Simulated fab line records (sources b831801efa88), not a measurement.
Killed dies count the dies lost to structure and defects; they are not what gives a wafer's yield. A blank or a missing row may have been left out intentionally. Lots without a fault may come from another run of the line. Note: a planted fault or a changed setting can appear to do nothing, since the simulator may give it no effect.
Which tool was responsible?	flow gf180mcu	12 lots, 36 wafers sampled, at 6 steps of a route of 602

== WHAT EACH GAUGE READ, for each wafer ==
GF_STI_THK_MEAS_04. Usual: STI_CVD_03_THK gives 206.9 nm (standard deviation 1.9).
lot	measured	on	STI_CVD_03_THK (nm)	flag
L498	day 1 13:59	film metro-01	206.3 207.4 204.6	
L499	day 1 18:44	film metro-02	208.7 210.8 210.9	
L501	day 2 04:34	film metro-04	207.3 206.0 207.2	
L502	day 2 10:29	film metro-02	206.2 205.4 204.3	
L503	day 2 15:55	film metro-02	208.2 210.0 208.7	
L504	day 2 19:43	film metro-02	206.3 206.5 206.0	
L506	day 3 05:34	film metro-02	193.5 193.4 194.2	OFF
L508	day 3 15:34	film metro-01	195.6 196.4 193.7	OFF
L513	day 4 16:35	film metro-04	209.0 207.1 206.7	
L515	day 5 03:10	film metro-01	208.5 209.5 209.0	
L520	day 6 03:34	film metro-02	211.3 212.2 210.7	
L521	day 6 10:16	film metro-01	204.0 204.5 205.8	

GF_CONTACT_THK_MEAS_03. Usual: CONTACT_CVD_02_THK gives 860 nm (standard deviation 11).
lot	measured	on	CONTACT_CVD_02_THK (nm)	flag
L498	day 15 01:32	film metro-01	853 864 861	
L499	day 15 10:07	film metro-03	862 885 876	
L501	day 16 03:14	film metro-04	863 871 885	
L502	day 16 17:04	film metro-03	860 870 865	
L503	day 17 04:20	film metro-03	859 876 860	
L504	day 17 15:19	film metro-01	846 856 857	
L506	day 18 00:37	film metro-03	851 851 870	
L508	day 18 20:49	film metro-03	860 881 876	
L513	day 20 12:57	film metro-01	843 856 850	
L515	day 21 08:26	film metro-01	844 855 860	
L520	day 22 19:42	film metro-01	847 853 868	
L521	day 23 15:12	film metro-01	868 862 883	

GF_V1_OVL_MEAS_15. Usual: V1_OVL gives -3 nm (standard deviation 6.6).
lot	measured	on	V1_OVL (nm)	flag
L498	day 17 23:17	overlay-01	-5 -3 -6	
L499	day 18 12:05	overlay-02	-9 -9 -15	
L501	day 19 03:26	overlay-02	4 0 1	
L502	day 19 17:28	overlay-02	-6 -8 4	
L503	day 20 06:50	overlay-01	0 -1 1	
L504	day 20 17:52	overlay-01	3 -1 9	
L506	day 21 03:25	overlay-02	1 -5 -10	
L508	day 22 00:17	overlay-01	2 1 6	
L513	day 23 15:01	overlay-01	-6 -12 -10	
L515	day 24 08:21	overlay-01	3 -2 2	
L520	day 25 17:23	overlay-02	6 15 6	
L521	day 26 10:13	overlay-01	-2 -3 -1	

== WHICH TOOL RAN EACH LOT (tool, then ch and the chambers of the sampled wafers, then the start) ==
lot	GF_STI_CVD_03	GF_STI_ETCH_13	GF_CONTACT_SPUTTER_22
L498	lpcvd-01 ch 0, day 1 11:58	rie diel-04 ch 0,2, day 2 01:37	pvd sputter-01, day 16 00:08
L499	lpcvd-01 ch 0, day 1 16:44	rie diel-02 ch 0,1, day 2 06:40	pvd sputter-01, day 16 10:02
L501	lpcvd-02 ch 0, day 2 02:35	rie diel-01 ch 0,1,2, day 2 15:47	pvd sputter-01, day 17 02:41
L502	lpcvd-01 ch 0, day 2 08:30	rie diel-04 ch 0,1,3, day 2 22:37	pvd sputter-02, day 17 16:22
L503	lpcvd-02 ch 1, day 2 12:55	rie diel-04 ch 2,3, day 3 04:26	pvd sputter-01, day 18 04:14
L504	lpcvd-02 ch 1, day 2 17:44	rie diel-04 ch 0,2,3, day 3 08:22	pvd sputter-02, day 18 15:28
L506	lpcvd-02 ch 1, day 3 03:34	rie diel-04 ch 1,2,3, day 3 18:31	pvd sputter-01, day 19 01:01
L508	lpcvd-02 ch 1, day 3 13:34	rie diel-04 ch 0,1,2, day 4 03:59	pvd sputter-04, day 19 21:14
L513	lpcvd-01 ch 1, day 4 14:34	rie diel-04 ch 0,2, day 5 06:52	pvd sputter-04, day 21 14:19
L515	lpcvd-01 ch 0, day 5 01:10	rie diel-04 ch 1,2, day 5 18:02	pvd sputter-04, day 22 08:54
L520	lpcvd-02 ch 1, day 6 01:34	rie diel-04 ch 0,1,3, day 6 18:43	pvd sputter-02, day 23 19:28
L521	lpcvd-02 ch 1, day 6 08:16	rie diel-02 ch 0,2,3, day 7 01:38	pvd sputter-02, day 24 14:34
- GF_STI_CVD_03: deposits Si3N4 from DCS/NH3, target thk 207.16 nm, time 3551 s.
- GF_STI_ETCH_13: etches the open film in CHF3/O2, stops on Si, target depth 282.31 nm, time 112.9 s.
- GF_CONTACT_SPUTTER_22: material Ti, target thk 15 nm, time 80.02 s.

== WHAT THE TOOLS THEMSELVES READ (means of the sampled wafers that have a number; where no wafer has one, the mark that the record gives instead) ==
GF_STI_CVD_03. Usual: pressure mtorr 250.1 mTorr, standard deviation 0.49; zone power top pct 26.0 %, standard deviation 1.9.
lot	tool	pressure mtorr (mTorr)	zone power top pct (%)	flag
L498	lpcvd-01	250.0	24.9	
L499	lpcvd-01	250.6	25.1	
L501	lpcvd-02	249.4	29.0	
L502	lpcvd-01	250.2	24.9	
L503	lpcvd-02	250.5	26.3	
L504	lpcvd-02	250.0	26.2	
L506	lpcvd-02	200.0	26.2	OFF
L508	lpcvd-02	200.1	26.4	OFF
L513	lpcvd-01	250.3	23.4	
L515	lpcvd-01	249.3	24.9	
L520	lpcvd-02	250.2	26.4	
L521	lpcvd-02	250.5	26.2	

GF_STI_ETCH_13. Usual: drypump motor current A 5.8 A, standard deviation 0.52; oes product au 0.832 a.u., standard deviation 0.0058; throttle valve pct 8.810 %, standard deviation 0.0082.
lot	tool	drypump motor current A (A)	oes product au (a.u.)	throttle valve pct (%)	flag
L498	rie diel-04	5.5	0.827	8.815	
L499	rie diel-02	6.3	0.840	8.822	
L501	rie diel-01	5.7	0.834	8.810	
L502	rie diel-04	6.2	0.830	8.813	
L503	rie diel-04	5.6	0.834	8.815	
L504	rie diel-04	5.8	0.828	8.804	
L506	rie diel-04	6.0	0.806	8.799	OFF
L508	rie diel-04	5.7	0.806	8.796	OFF
L513	rie diel-04	5.4	0.832	8.810	
L515	rie diel-04	5.9	0.833	8.804	
L520	rie diel-04	6.2	0.841	8.811	
L521	rie diel-02	5.9	0.826	8.809	

GF_CONTACT_SPUTTER_22. Usual: 30.2 % for throttle valve pct, sd 1.4.
lot	tool	throttle valve pct (%)	flag
L498	pvd sputter-01	30.8	
L499	pvd sputter-01	31.0	
L501	pvd sputter-01	30.2	
L502	pvd sputter-02	30.4	
L503	pvd sputter-01	31.0	
L504	pvd sputter-02	30.4	
L506	pvd sputter-01	31.0	
L508	pvd sputter-04	29.7	
L513	pvd sputter-04	29.4	
L515	pvd sputter-04	29.4	
L520	pvd sputter-02	30.3	
L521	pvd sputter-02	29.0	

== THE ANSWER, worked out from the rows above alone ==
Rule: a lot counts as off when the mean over its wafers that have a number is more than 3 standard deviations away from the usual mean. A lot without any number at a reading at which 4 lots or more have one is off too. The other lots that the step has rows for count as sound. First the gauges in route order, then the tools' own readings, where a lot's mean is used as printed above. The first step at which some lot is off is used, and at that step the reading that is off furthest; a lot without a number counts as furthest.
Off: L506, L508, at GF_STI_THK_MEAS_04 (STI_CVD_03_THK).
If a tool, at a process step before that reading, ran all the lots that are off and no sound lot after the first of them, it fits. The gauges at GF_STI_THK_MEAS_04 aren't tried: what is off there is off at GF_STI_CVD_03 too, on other tools, and a gauge's error can't cause that. No candidate that was tried fits.

== WHAT THE SIMULATOR HAD PUT IN ==
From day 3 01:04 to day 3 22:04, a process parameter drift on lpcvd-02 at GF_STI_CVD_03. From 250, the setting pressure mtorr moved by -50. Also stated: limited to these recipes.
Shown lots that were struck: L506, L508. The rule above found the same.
